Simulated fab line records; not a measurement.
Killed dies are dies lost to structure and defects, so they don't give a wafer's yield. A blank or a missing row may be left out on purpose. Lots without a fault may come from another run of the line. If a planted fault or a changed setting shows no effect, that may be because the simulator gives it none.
Problem report in the 8D (eight disciplines) form, filled by code || flow sky130 || the parts of the form that need people (team, actions taken, sign-off) are left out

1. PROBLEM STATEMENT
VIA2_HDPCVD_THK at SKY_VIA2_THK_MEAS_01 reads a mean of 2041 nm on 1 wafer of 1 lot; wafers without a fault read 1180 nm with a standard deviation of 12. Relative to the usual mean, that is a shift of +72 standard deviations.
First seen on wafer L435.5, day 42 11:17, on filmMetro-01. The record has a number at this step for 35 wafers belonging to 12 lots. Rule for "out", or "out of limits": more than 4 standard deviations from the usual mean. The rest of the wafers with a number are treated as sound.

2. WHAT THIS IS AND IS NOT
{"question": "which readings at this step", "is": "VIA2_HDPCVD_THK", "is not": "-"}
{"question": "which lots", "is": "L435", "is not": "L414, L415, L416, L417, L418, L420, L421, L422, L424, L426, L429"}
{"question": "which wafers of those lots", "is": "L435.5", "is not": "L435.2"}
{"question": "read on which gauges", "is": "filmMetro-01", "is not": "filmMetro-02, filmMetro-04"}
{"question": "when", "is": "from day 42 11:17", "is not": "up to then (34 sound wafers)"}

3. THE SUSPECTS, EACH WITH WHAT RULES IT OUT
Counting: if a tool at a process step up to the reading ran every lot that is out, it stays a suspect. Sound lots after the first of them don't rule it out here, since some wafers of a struck lot are sound.
- the gauge at SKY_VIA2_THK_MEAS_01: kept. All the wafers that are out were read on filmMetro-01, and no step on other tools shows them out.
- cmp-02 at SKY_CONTACT_CMP_27 (polishes, stops on SiO2, t overpolish 15 s, target thk 0 nm): kept. It processed L435, the lot that is out, at day 39 04:14, and its most recent sound lot before then was L426 at day 36 00:59.
- pvdSputter-03 at SKY_METAL1_SPUTTER_02 (material AlCu, target thk 250 nm, time 13.3 s): kept. It processed L435, the lot that is out, at day 39 04:32, and its most recent sound lot before then was L424 at day 35 10:32.
- pvdSputter-03 at SKY_METAL1_SPUTTER_04 (material TiN, target thk 70 nm, time 58.3 s): kept. It processed L435, the lot that is out, at day 39 04:34, and its most recent sound lot before then was L424 at day 35 10:34.
- hdpcvd-01 at SKY_VIA2_HDPCVD_00 (deposits SiO2, target thk 1180 nm, time 196.7 s): kept. It processed L435, the lot that is out, at day 42 11:08, and its most recent sound lot before then was L429 at day 40 11:26.
- The sound lot-mates ran in chamber 1 of hdpcvd-01 at SKY_VIA2_HDPCVD_00, but the wafers that are out ran in chamber 0.
Left after counting: cmp-02 at SKY_CONTACT_CMP_27, pvdSputter-03 at SKY_METAL1_SPUTTER_02, pvdSputter-03 at SKY_METAL1_SPUTTER_04, hdpcvd-01 at SKY_VIA2_HDPCVD_00, filmMetro-01 at SKY_VIA2_THK_MEAS_01.

4. THE CAUSE (what the simulator had put in)
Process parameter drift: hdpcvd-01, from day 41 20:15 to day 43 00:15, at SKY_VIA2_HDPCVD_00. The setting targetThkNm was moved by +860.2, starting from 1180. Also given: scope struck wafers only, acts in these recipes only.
5 suspects survive the count, and this tool is in that group.

5. THE CHAIN OF EFFECTS, in route order
Rows list readings where the struck wafers' mean (over those with a number) sits beyond 3 standard deviations from the usual. Readings are gone through only where the record gives a usual standard deviation; hours: the median, over the lots, of the time from a lot's start at the first step in this table giving one to that lot's start at this step; sigmas: the change measured in usual standard deviations.
{"hours": 0, "step": "SKY_VIA2_THK_MEAS_01", "reading": "VIA2_HDPCVD_THK", "usual": "1180 nm", "on struck wafers": 2041, "change": "+861", "sigmas": "+72"}

6. HOW IT WOULD HAVE BEEN CAUGHT EARLIER
In this record the first reading out of limits at a measuring or inspecting step was taken at day 42 11:17, 15 hours after the fault began at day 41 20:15.
Tool readings at SKY_VIA2_HDPCVD_00 with a usual standard deviation given in the record: none out on any struck wafer, hence no alarm at a limit of 4 standard deviations on them.
Each of the lots that are out, 1 in all, had begun SKY_VIA2_HDPCVD_00 on hdpcvd-01 no later than day 42 11:17. None of them would have been spared by holding the tool at that moment.
